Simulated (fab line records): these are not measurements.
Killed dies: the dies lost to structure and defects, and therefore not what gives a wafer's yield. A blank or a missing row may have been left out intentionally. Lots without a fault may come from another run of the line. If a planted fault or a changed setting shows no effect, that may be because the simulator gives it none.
fab line records | flow sky130 | part 1 of 2: steps 1 to 34 of 46
record: lots: 5 wafers: 15 last_day: 50
route steps=708 shown LDD_N@237 LDD_P@255 LDD_HVN@267 LDD_HVP@278
lots with no fault: from the same line, run without faults
start_h: hours from the record's first day to the start of the lot's first wafer shown | wait_h: hours from the lot's prior step to this one | " identical to the entry in the row above | L1.1+2: a single row standing in for several wafers | - no value, or no start given | * or withheld: withheld | < > ~ a bound
route shown NAME@n: names a module that has steps shown in the file, with the first one's number in the route | usual: mean and standard deviation over wafers with no fault | same: alike in all rows | chamber/n: place in a boat | sites: each site's reading | _std_site: how widely they spread, as a standard deviation | _edge_site: mean of outer sites minus mean of inner sites | radius_mm: for every site, how far away it sits from the centre of the wafer | mask NAME#n: copy n | behind: the last tool/chamber to shape the wafer | hold: the reason the lot was held/the length of the hold in hours/how it ended | device: whichever transistor did not switch (one of n, p or np) | end of line: the same wafers' tests at the end of the route | where a step has no rows: the recipe by itself | killed: dies that structure and defects cost at the first sort, which is not the same as the wafer's yield | map: a wafer's dies, x killed, . not, _ none there
set.NAME: setting as actually run; set.NAME@STEP: the setting as run at that earlier step | model.NAME: the simulator's own value behind a step, which no gauge read
lots seen at some steps along the route; tables by step, rows by wafer
services: a tool's chamber out of use, with start hour (start_h, from the record's first day; less than 0 if before it), hours out, and reason
== steps ==
step: SKY_LDD_N_DEHYDRATE_00
recipe: temp_c: 200 time_s: 60
columns lot.wafer tool chamber start_h wait_h
L075.2+4+5 litho_track-02 0 398.68 13.8
L079.3+5+6 litho_track-02 0 429.35 14.4
L087.3+5+6 litho_track-03 0 505.93 14.9
L092.2+3+5 litho_track-01 0 549.68 14.6
L096.3+4+5 litho_track-02 0 601.40 14.6
step: SKY_LDD_N_HMDS_01
recipe: prime_time_s: 60 prime_temp_c: 120
columns lot.wafer tool chamber start_h wait_h
L075.2+4+5 litho_track-02 0 398.83 0.1
L079.3+5+6 litho_track-02 0 429.50 0.1
L087.3+5+6 litho_track-03 0 506.08 0.1
L092.2+3+5 litho_track-01 0 549.83 0.1
L096.3+4+5 litho_track-02 0 601.55 0.1
step: SKY_LDD_N_COAT_02
recipe: resist: NOVOLAK spin_rpm: 3000 resist_thk_nm: 300
columns lot.wafer tool chamber start_h wait_h
L075.2+4+5 litho_track-02 0 398.98 0.1
L079.3+5+6 litho_track-02 0 429.65 0.1
L087.3+5+6 litho_track-03 0 506.23 0.1
L092.2+3+5 litho_track-01 0 549.98 0.1
L096.3+4+5 litho_track-02 0 601.70 0.1
step: SKY_LDD_N_SOFTBAKE_03
recipe: temp_c: 90 time_s: 60 resist: NOVOLAK
columns lot.wafer tool chamber start_h wait_h
L075.2+4+5 litho_track-02 0 399.13 0.1
L079.3+5+6 litho_track-02 0 429.80 0.1
L087.3+5+6 litho_track-03 0 506.38 0.1
L092.2+3+5 litho_track-01 0 550.13 0.1
L096.3+4+5 litho_track-02 0 601.85 0.1
step: SKY_LDD_N_EXPOSE_04
recipe: mask_id: NTM target_cd_nm: 840 na: 0.6 source_shape: conventional sigma_outer: 0.6 dose_mj: 110
usual: focus_offset_nm: 0.0/0.54
columns lot.wafer tool chamber start_h wait_h mask focus_offset_nm
L075.2 iline_stepper-02 0 - - NTM#0 0.3
L075.4 " 0 " " NTM#0 0.5
L075.5 " 0 " " NTM#0 0.5
L079.3 iline_stepper-01 0 - - NTM#0 0.0
L079.5 " 0 " " NTM#0 -0.6
L079.6 " 0 " " NTM#0 0.3
L087.3 iline_stepper-01 0 - - NTM#0 0.7
L087.5 " 0 " " NTM#0 1.1
L087.6 " 0 " " NTM#0 1.3
L092.2 iline_stepper-02 0 - - NTM#0 0.2
L092.3 " 0 " " NTM#0 -0.2
L092.5 " 0 " " NTM#0 -0.3
L096.3 iline_stepper-02 0 - - NTM#0 -0.3
L096.4 " 0 " " NTM#0 -0.4
L096.5 " 0 " " NTM#0 0.1
step: SKY_LDD_N_PEB_05
recipe: temp_c: withheld time_s: * resist: NOVOLAK
columns lot.wafer tool chamber start_h wait_h
L075.2+4+5 litho_track-03 0 - -
L079.3+5+6 litho_track-03 0 - -
L087.3+5+6 litho_track-02 0 - -
L092.2+3+5 litho_track-02 0 - -
L096.3+4+5 litho_track-03 0 - -
step: SKY_LDD_N_DEVELOP_06
recipe: develop_time_s: 60 dev_temp_c: 23
columns lot.wafer tool chamber start_h wait_h
L075.2+4+5 litho_track-03 0 414.10 0.1
L079.3+5+6 litho_track-03 0 445.38 0.1
L087.3+5+6 litho_track-02 0 521.60 0.1
L092.2+3+5 litho_track-02 0 564.73 0.1
L096.3+4+5 litho_track-03 0 615.88 0.1
step: SKY_LDD_N_OVL_MEAS_07
usual: LDD_N_OVL: 0.1/1.3
columns lot.wafer tool chamber start_h wait_h LDD_N_OVL[nm]
L075.2 overlay-01 - 414.23 0.1 -0.5
L075.4 " - " " -0.6
L075.5 " - " " -0.1
L079.3 overlay-01 - 445.49 0.1 0.9
L079.5 " - " " 0.5
L079.6 " - " " 2.8
L087.3 overlay-01 - 521.71 0.1 0.6
L087.5 " - " " -1.7
L087.6 " - " " -2.6
L092.2 overlay-02 - 564.86 0.1 0.4
L092.3 " - " " 1.0
L092.5 " - " " -0.1
L096.3 overlay-02 - 615.99 0.1 -0.2
L096.4 " - " " -0.2
L096.5 " - " " -0.8
step: SKY_LDD_N_IMPLANT_08
recipe: species: As energy_kev: 20 dose_cm2: 7.5e+13 tilt_deg: withheld rotation_deg: 23
columns lot.wafer tool chamber start_h wait_h
L075.2+4+5 implanter-04 0 414.29 0.0
L079.3+5+6 implanter-02 0 445.56 0.1
L087.3+5+6 implanter-03 0 521.79 0.1
L092.2+3+5 implanter-02 0 564.91 0.0
L096.3+4+5 implanter-04 0 616.06 0.1
step: SKY_LDD_N_IMPLANT_09
recipe: species: As energy_kev: 20 dose_cm2: 7.5e+13 tilt_deg: withheld rotation_deg: 113
columns lot.wafer tool chamber start_h wait_h
L075.2+4+5 implanter-04 0 414.44 0.1
L079.3+5+6 implanter-02 0 445.71 0.1
L087.3+5+6 implanter-03 0 521.94 0.1
L092.2+3+5 implanter-02 0 565.06 0.1
L096.3+4+5 implanter-04 0 616.21 0.1
step: SKY_LDD_N_IMPLANT_10
recipe: species: As energy_kev: 20 dose_cm2: 7.5e+13 tilt_deg: withheld rotation_deg: 203
columns lot.wafer tool chamber start_h wait_h
L075.2+4+5 implanter-04 0 414.59 0.1
L079.3+5+6 implanter-02 0 445.86 0.1
L087.3+5+6 implanter-03 0 522.09 0.1
L092.2+3+5 implanter-02 0 565.21 0.1
L096.3+4+5 implanter-04 0 616.36 0.1
step: SKY_LDD_N_IMPLANT_11
recipe: species: As energy_kev: 20 dose_cm2: 7.5e+13 tilt_deg: withheld rotation_deg: 293
columns lot.wafer tool chamber start_h wait_h
L075.2+4+5 implanter-04 0 414.74 0.1
L079.3+5+6 implanter-02 0 446.01 0.1
L087.3+5+6 implanter-03 0 522.24 0.1
L092.2+3+5 implanter-02 0 565.36 0.1
L096.3+4+5 implanter-04 0 616.51 0.1
step: SKY_LDD_N_IMPLANT_12
recipe: species: BF2 energy_kev: 50 dose_cm2: 5e+12 tilt_deg: 30 rotation_deg: 0
usual: tilt_deg: 30.002/0.019
columns lot.wafer tool chamber start_h wait_h tilt_deg
L075.2 implanter-04 0 414.89 0.1 30.029
L075.4 " 0 " " 30.019
L075.5 " 0 " " 29.986
L079.3 implanter-02 0 446.16 0.1 30.010
L079.5 " 0 " " 30.015
L079.6 " 0 " " 30.009
L087.3 implanter-03 0 522.39 0.1 29.992
L087.5 " 0 " " 30.004
L087.6 " 0 " " 29.992
L092.2 implanter-02 0 565.51 0.1 29.995
L092.3 " 0 " " 29.995
L092.5 " 0 " " 30.004
L096.3 implanter-04 0 616.66 0.1 29.958
L096.4 " 0 " " 29.992
L096.5 " 0 " " 29.983
step: SKY_LDD_N_IMPLANT_13
recipe: species: BF2 energy_kev: 50 dose_cm2: 5e+12 tilt_deg: 30 rotation_deg: 90
usual: tilt_deg: 29.995/0.019
columns lot.wafer tool chamber start_h wait_h tilt_deg
L075.2 implanter-04 0 415.04 0.1 29.953
L075.4 " 0 " " 29.979
L075.5 " 0 " " 29.989
L079.3 implanter-02 0 446.31 0.1 29.998
L079.5 " 0 " " 30.014
L079.6 " 0 " " 29.989
L087.3 implanter-03 0 522.54 0.1 30.008
L087.5 " 0 " " 30.001
L087.6 " 0 " " 29.970
L092.2 implanter-02 0 565.66 0.1 29.995
L092.3 " 0 " " 29.988
L092.5 " 0 " " 30.001
L096.3 implanter-04 0 616.81 0.1 30.024
L096.4 " 0 " " 29.993
L096.5 " 0 " " 30.010
step: SKY_LDD_N_IMPLANT_14
recipe: species: BF2 energy_kev: 50 dose_cm2: 5e+12 tilt_deg: 30 rotation_deg: 180
usual: tilt_deg: 30.001/0.019
columns lot.wafer tool chamber start_h wait_h tilt_deg
L075.2 implanter-04 0 415.19 0.1 30.022
L075.4 " 0 " " 30.005
L075.5 " 0 " " 30.002
L079.3 implanter-02 0 446.46 0.1 30.013
L079.5 " 0 " " 30.012
L079.6 " 0 " " 30.010
L087.3 implanter-03 0 522.69 0.1 30.008
L087.5 " 0 " " 30.045
L087.6 " 0 " " 30.048
L092.2 implanter-02 0 565.81 0.1 29.982
L092.3 " 0 " " 29.994
L092.5 " 0 " " 30.036
L096.3 implanter-04 0 616.96 0.1 29.990
L096.4 " 0 " " 29.985
L096.5 " 0 " " 30.003
step: SKY_LDD_N_IMPLANT_15
recipe: species: BF2 energy_kev: 50 dose_cm2: 5e+12 tilt_deg: 30 rotation_deg: 270
usual: tilt_deg: 29.991/0.023
columns lot.wafer tool chamber start_h wait_h tilt_deg
L075.2 implanter-04 0 415.34 0.1 29.951
L075.4 " 0 " " 30.008
L075.5 " 0 " " 30.021
L079.3 implanter-02 0 446.61 0.1 30.008
L079.5 " 0 " " 29.954
L079.6 " 0 " " 30.018
L087.3 implanter-03 0 522.84 0.1 30.009
L087.5 " 0 " " 30.013
L087.6 " 0 " " 30.021
L092.2 implanter-02 0 565.96 0.1 30.007
L092.3 " 0 " " 30.026
L092.5 " 0 " " 29.983
L096.3 implanter-04 0 617.11 0.1 30.002
L096.4 " 0 " " 29.987
L096.5 " 0 " " 30.008
step: SKY_LDD_N_STRIP_16
recipe: chemistry: O2/N2 power_w: 1400 pressure_mtorr: 1500 platen_temp_c: withheld o2_flow_sccm: 3000 n2_flow_sccm: 300 overash_fraction: 0.5
usual: chamber_pressure_mTorr: 1500.0/1.4 drypump_motor_current_A: 5.74/0.26 oes_product_au: 0.406/0.005 strip_time_to_endpoint_s: 4.306/0.015
columns lot.wafer tool chamber start_h wait_h chamber_pressure_mTorr drypump_motor_current_A oes_product_au rf_hours_counter_h strip_time_to_endpoint_s
L075.2 plasma_asher-03 0 415.46 0.1 1500.7 6.07 0.406 72 4.296
L075.4 " 0 " " 1502.9 6.09 0.405 - 4.318
L075.5 " 1 " " 1500.9 5.71 0.401 - 4.302
L079.3 plasma_asher-04 0 446.75 0.1 1499.9 5.51 0.403 - 4.303
L079.5 " 1 " " 1498.4 5.94 0.406 - 4.291
L079.6 " 0 " " 1500.2 5.51 0.402 - 4.323
L087.3 plasma_asher-03 1 522.97 0.1 1498.4 5.71 0.410 - 4.296
L087.5 " 0 " " 1499.8 6.09 0.400 - 4.295
L087.6 " 1 " " 1500.0 5.68 0.418 - 4.294
L092.2 plasma_asher-01 0 566.09 0.1 1501.6 5.79 0.410 46 4.298
L092.3 " 0 " " 1499.9 5.80 0.402 - 4.309
L092.5 " 1 " " 1497.2 5.29 0.409 - 4.302
L096.3 plasma_asher-03 0 617.25 0.1 1501.3 6.07 0.412 - 4.332
L096.4 " 1 " " 1501.9 5.72 0.411 - 4.313
L096.5 " 1 " " 1501.2 5.70 0.403 - 4.315
step: SKY_LDD_N_TW_MEAS_17
usual: LDD_N_TW: 2594/21
columns lot.wafer tool chamber start_h wait_h LDD_N_TW
L075.2 film_metro-04 - 415.57 0.1 2575
L075.4 " - " " 2580
L075.5 " - " " 2583
L079.3 film_metro-02 - 446.83 0.1 2618
L079.5 " - " " 2623
L079.6 " - " " 2616
L087.3 film_metro-02 - 523.06 0.1 2608
L087.5 " - " " 2603
L087.6 " - " " 2603
L092.2 film_metro-03 - 566.20 0.1 2578
L092.3 " - " " 2590
L092.5 " - " " 2577
L096.3 film_metro-03 - 617.33 0.1 2568
L096.4 " - " " 2567
L096.5 " - " " 2563
step: SKY_LDD_P_DEHYDRATE_00
recipe: temp_c: 200 time_s: 60
columns lot.wafer tool chamber start_h wait_h
L075.2+4+5 litho_track-01 0 429.83 14.2
L079.3+5+6 litho_track-01 0 461.91 15.1
L087.3+5+6 litho_track-03 0 537.38 14.3
L092.2+3+5 litho_track-04 0 580.89 14.7
L096.3+4+5 litho_track-01 0 631.15 13.8
step: SKY_LDD_P_HMDS_01
recipe: prime_time_s: 60 prime_temp_c: 120
columns lot.wafer tool chamber start_h wait_h
L075.2+4+5 litho_track-01 0 429.98 0.1
L079.3+5+6 litho_track-01 0 462.06 0.1
L087.3+5+6 litho_track-03 0 537.53 0.1
L092.2+3+5 litho_track-04 0 581.04 0.1
L096.3+4+5 litho_track-01 0 631.30 0.1
step: SKY_LDD_P_COAT_02
recipe: resist: NOVOLAK spin_rpm: 3000 resist_thk_nm: 1140
columns lot.wafer tool chamber start_h wait_h
L075.2+4+5 litho_track-01 0 430.13 0.1
L079.3+5+6 litho_track-01 0 462.21 0.1
L087.3+5+6 litho_track-03 0 537.68 0.1
L092.2+3+5 litho_track-04 0 581.19 0.1
L096.3+4+5 litho_track-01 0 631.45 0.1
step: SKY_LDD_P_SOFTBAKE_03
recipe: temp_c: 90 time_s: 60 resist: NOVOLAK
columns lot.wafer tool chamber start_h wait_h
L075.2+4+5 litho_track-01 0 430.28 0.1
L079.3+5+6 litho_track-01 0 462.36 0.1
L087.3+5+6 litho_track-03 0 537.83 0.1
L092.2+3+5 litho_track-04 0 581.34 0.1
L096.3+4+5 litho_track-01 0 631.60 0.1
step: SKY_LDD_P_EXPOSE_04
recipe: mask_id: PSDM na: 0.6 source_shape: conventional sigma_outer: 0.6 polarization: unpolarized target_cd_nm: 380 dose_mj: 138
usual: focus_offset_nm: -0.1/0.55
columns lot.wafer tool chamber start_h wait_h mask focus_offset_nm
L075.2 iline_stepper-02 0 - - PSDM#0 0.3
L075.4 " 0 " " PSDM#0 -0.4
L075.5 " 0 " " PSDM#0 0.1
L079.3 iline_stepper-02 0 - - PSDM#0 0.9
L079.5 " 0 " " PSDM#0 0.8
L079.6 " 0 " " PSDM#0 0.2
L087.3 iline_stepper-01 0 - - PSDM#0 -0.9
L087.5 " 0 " " PSDM#0 -0.2
L087.6 " 0 " " PSDM#0 0.1
L092.2 iline_stepper-01 0 - - PSDM#0 -0.4
L092.3 " 0 " " PSDM#0 0.2
L092.5 " 0 " " PSDM#0 -0.4
L096.3 iline_stepper-02 0 - - PSDM#0 -0.1
L096.4 " 0 " " PSDM#0 -0.8
L096.5 " 0 " " PSDM#0 -0.9
step: SKY_LDD_P_PEB_05
recipe: temp_c: withheld time_s: * resist: NOVOLAK
columns lot.wafer tool chamber start_h wait_h
L075.2+4+5 litho_track-01 0 - -
L079.3+5+6 litho_track-04 0 - -
L087.3+5+6 litho_track-01 0 - -
L092.2+3+5 litho_track-04 0 - -
L096.3+4+5 litho_track-03 0 - -
step: SKY_LDD_P_DEVELOP_06
recipe: resist: NOVOLAK developer: TMAH develop_time_s: 60 dev_temp_c: 23
columns lot.wafer tool chamber start_h wait_h
L075.2+4+5 litho_track-01 0 445.88 0.1
L079.3+5+6 litho_track-04 0 477.91 0.1
L087.3+5+6 litho_track-01 0 552.85 0.1
L092.2+3+5 litho_track-04 0 595.94 0.1
L096.3+4+5 litho_track-03 0 645.68 0.1
step: SKY_LDD_P_CD_MEAS_07
recipe: target_cd_nm: 380
usual: cd_nm: 380.0/2.3
columns lot.wafer tool chamber start_h wait_h cd_nm
L075.2 cd_sem-02 - 446.03 0.1 380.9
L075.4 " - " " 382.5
L075.5 " - " " 382.2
L079.3 cd_sem-01 - 478.05 0.1 383.5
L079.5 " - " " 383.0
L079.6 " - " " 381.3
L087.3 cd_sem-01 - 552.99 0.1 379.5
L087.5 " - " " 381.8
L087.6 " - " " 381.8
L092.2 cd_sem-01 - 596.08 0.1 381.5
L092.3 " - " " 382.6
L092.5 " - " " 384.1
L096.3 cd_sem-01 - 645.82 0.1 380.3
L096.4 " - " " 377.1
L096.5 " - " " 379.5
step: SKY_LDD_P_OVL_MEAS_08
usual: LDD_P_OVL: 0.0/1.5
columns lot.wafer tool chamber start_h wait_h LDD_P_OVL[nm]
L075.2 overlay-02 - 446.13 0.1 -2.0
L075.4 " - " " -3.2
L075.5 " - " " -0.3
L079.3 overlay-01 - 478.14 0.1 -1.7
L079.5 " - " " -1.9
L079.6 " - " " -0.2
L087.3 overlay-01 - 553.09 0.1 -2.6
L087.5 " - " " -2.6
L087.6 " - " " -3.6
L092.2 overlay-02 - 596.19 0.1 0.1
L092.3 " - " " 1.2
L092.5 " - " " 1.5
L096.3 overlay-01 - 645.91 0.1 -2.0
L096.4 " - " " -2.4
L096.5 " - " " -2.6
step: SKY_LDD_P_IMPLANT_09
recipe: species: BF2 energy_kev: 25 dose_cm2: 1e+13 tilt_deg: withheld
columns lot.wafer tool chamber start_h wait_h
L075.2+4+5 implanter-01 0 446.19 0.0
L079.3+5+6 implanter-04 0 478.22 0.1
L087.3+5+6 implanter-01 0 553.16 0.1
L092.2+3+5 implanter-03 0 596.24 0.0
L096.3+4+5 implanter-01 0 645.98 0.1
step: SKY_LDD_P_STRIP_10
recipe: chemistry: O2/N2 power_w: 1400 pressure_mtorr: 1500 platen_temp_c: withheld o2_flow_sccm: 3000 n2_flow_sccm: 300 overash_fraction: 0.5
usual: chamber_pressure_mTorr: 1500.0/1.4 drypump_motor_current_A: 5.79/0.25 oes_product_au: 0.715/0.0047 strip_time_to_endpoint_s: 14.15/0.032
columns lot.wafer tool chamber start_h wait_h chamber_pressure_mTorr drypump_motor_current_A oes_product_au rf_hours_counter_h strip_time_to_endpoint_s
L075.2 plasma_asher-03 1 446.31 0.1 1501.6 5.68 0.720 2 14.16
L075.4 " 0 " " 1500.9 6.09 0.716 - 14.19
L075.5 " 0 " " 1500.8 6.08 0.709 - 14.13
L079.3 plasma_asher-04 0 478.35 0.1 1498.6 5.47 0.716 - 14.08
L079.5 " 0 " " 1498.6 5.47 0.716 - 14.11
L079.6 " 1 " " 1498.3 5.97 0.714 - 14.08
L087.3 plasma_asher-03 0 553.29 0.1 1500.9 6.09 0.715 - 14.14
L087.5 " 1 " " 1498.6 5.66 0.715 - 14.18
L087.6 " 0 " " 1498.8 6.09 0.713 - 14.12
L092.2 plasma_asher-02 0 596.37 0.1 1499.3 6.13 0.720 76 14.15
L092.3 " 0 " " 1498.1 6.14 0.717 - 14.13
L092.5 " 0 " " 1501.7 6.13 0.716 - 14.14
L096.3 plasma_asher-04 1 646.12 0.1 1498.0 5.94 0.716 - 14.20
L096.4 " 0 " " 1498.5 5.51 0.706 - 14.15
L096.5 " 0 " " 1499.0 5.53 0.714 - 14.20
step: SKY_LDD_P_TW_MEAS_11
usual: LDD_P_TW: 641/7.8
columns lot.wafer tool chamber start_h wait_h LDD_P_TW
L075.2 film_metro-01 - 446.42 0.1 651
L075.4 " - " " 652
L075.5 " - " " 654
L079.3 film_metro-03 - 478.44 0.1 630
L079.5 " - " " 634
L079.6 " - " " 634
L087.3 film_metro-04 - 553.38 0.1 635
L087.5 " - " " 634
L087.6 " - " " 634
L092.2 film_metro-03 - 596.48 0.1 631
L092.3 " - " " 632
L092.5 " - " " 631
L096.3 film_metro-01 - 646.20 0.1 654
L096.4 " - " " 650
L096.5 " - " " 650
step: SKY_LDD_HVN_DEHYDRATE_00
recipe: temp_c: 200 time_s: 60
columns lot.wafer tool chamber start_h wait_h
L075.2+4+5 litho_track-02 0 461.43 15.0
L079.3+5+6 litho_track-03 0 493.18 14.7
L087.3+5+6 litho_track-03 0 567.43 14.0
L092.2+3+5 litho_track-04 0 610.34 13.8
L096.3+4+5 litho_track-04 0 660.16 13.9
step: SKY_LDD_HVN_HMDS_01
recipe: prime_time_s: 60 prime_temp_c: 120
columns lot.wafer tool chamber start_h wait_h
L075.2+4+5 litho_track-02 0 461.58 0.1
L079.3+5+6 litho_track-03 0 493.33 0.1
L087.3+5+6 litho_track-03 0 567.58 0.1
L092.2+3+5 litho_track-04 0 610.49 0.1
L096.3+4+5 litho_track-04 0 660.31 0.1
step: SKY_LDD_HVN_COAT_02
recipe: resist: NOVOLAK spin_rpm: 3000 resist_thk_nm: 300
columns lot.wafer tool chamber start_h wait_h
L075.2+4+5 litho_track-02 0 461.73 0.1
L079.3+5+6 litho_track-03 0 493.48 0.1
L087.3+5+6 litho_track-03 0 567.73 0.1
L092.2+3+5 litho_track-04 0 610.64 0.1
L096.3+4+5 litho_track-04 0 660.46 0.1
step: SKY_LDD_HVN_SOFTBAKE_03
recipe: temp_c: 90 time_s: 60 resist: NOVOLAK
columns lot.wafer tool chamber start_h wait_h
L075.2+4+5 litho_track-02 0 461.88 0.1
L079.3+5+6 litho_track-03 0 493.63 0.1
L087.3+5+6 litho_track-03 0 567.88 0.1
L092.2+3+5 litho_track-04 0 610.79 0.1
L096.3+4+5 litho_track-04 0 660.61 0.1
